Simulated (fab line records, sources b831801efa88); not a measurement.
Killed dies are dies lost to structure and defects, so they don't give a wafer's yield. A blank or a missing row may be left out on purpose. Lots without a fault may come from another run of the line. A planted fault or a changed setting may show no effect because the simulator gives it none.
Problem report in the 8D (eight disciplines) form, filled by code | flow sfq_line | the parts of the form that need people (team, actions taken, sign-off) are left out

1. THE PROBLEM
exposure_dose_mJ_cm2 at SFQ_TRILAYER_M7_LITHO_EXPOSE_178 reads a mean of 14.976 on 9 wafers of 3 lots; wafers without a fault read 14.400 with a standard deviation of 0.014. That is +41 standard deviations from the usual mean.
The step: exposes mask M7, target cd 500 nm.
First seen on wafer L593.3, day 77 14:04, on krf_scanner-01. The record holds 21 wafers of 7 lots with a number at this step. Rule for "out", or "out of limits": more than 4 standard deviations from the usual mean. The other wafers with a number count as sound.

2. WHAT IT IS AND WHAT IT IS NOT
question                    | is                     | is not
which readings at this step | exposure_dose_mJ_cm2   | -
which lots                  | L593, L594, L595       | L586, L588, L598, L609
which wafers of those lots  | all that have a number | -
read on which tools         | krf_scanner-01         | krf_scanner-02
when                        | from day 77 14:04      | up to then (6 sound wafers); but 6 sound wafers of L598, L609 came after

3. SUSPECTS, AND WHAT RULES EACH OUT
Counting: a tool at a process step up to the reading stays a suspect if it ran every lot that is out and no sound lot after the first of them.
- pvd_sputter-04 at SFQ_TRILAYER_M7_DEP_SPUTTER_175 (material Nb, target thk 200 nm, time 133.3 s): kept. It ran every lot that is out, first L593 (day 77 10:45), and no sound lot after that; its last sound lot up to then is L588 (day 76 20:21).
- krf_scanner-01 at SFQ_TRILAYER_M7_LITHO_EXPOSE_178 (exposes mask M7, target cd 500 nm): kept. It ran every lot that is out, first L593 (day 77 14:04), and no sound lot after that; its last sound lot up to then is L588 (day 77 00:28). Its own readings are out on those wafers: exposure_dose_mJ_cm2.
Left after counting: pvd_sputter-04 at SFQ_TRILAYER_M7_DEP_SPUTTER_175, krf_scanner-01 at SFQ_TRILAYER_M7_LITHO_EXPOSE_178.

4. THE CAUSE (what the simulator had put in)
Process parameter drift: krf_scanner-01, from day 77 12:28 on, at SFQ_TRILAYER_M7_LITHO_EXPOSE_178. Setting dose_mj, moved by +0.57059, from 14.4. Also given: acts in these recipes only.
Counting left 2 suspects, and this tool is among them.

5. THE CHAIN OF EFFECTS, in route order
Each row: a reading whose mean over the struck wafers that have a number lies more than 3 standard deviations from the usual. Only readings for which the record gives a usual standard deviation are gone through. hours: the time from each lot's start at the first step in this table that gives one to its start at this step, as a median over the lots. sigmas: the change in usual standard deviations.
hours | step                             | reading              | usual  | on struck wafers | change | sigmas
0     | SFQ_TRILAYER_M7_LITHO_EXPOSE_178 | exposure_dose_mJ_cm2 | 14.400 | 14.976           | +0.576 | +41
The process steps in it:
- SFQ_TRILAYER_M7_LITHO_EXPOSE_178: exposes mask M7, target cd 500 nm.
Later measuring or inspecting steps at which every struck wafer that the step has a row for has a number for every such reading, and none has moved that far: SFQ_M7_OVL_MEAS_945.

6. WHAT WOULD HAVE CAUGHT IT SOONER
In this record the first reading out of limits was taken at day 77 14:04, 2 hours after the fault began at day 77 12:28.
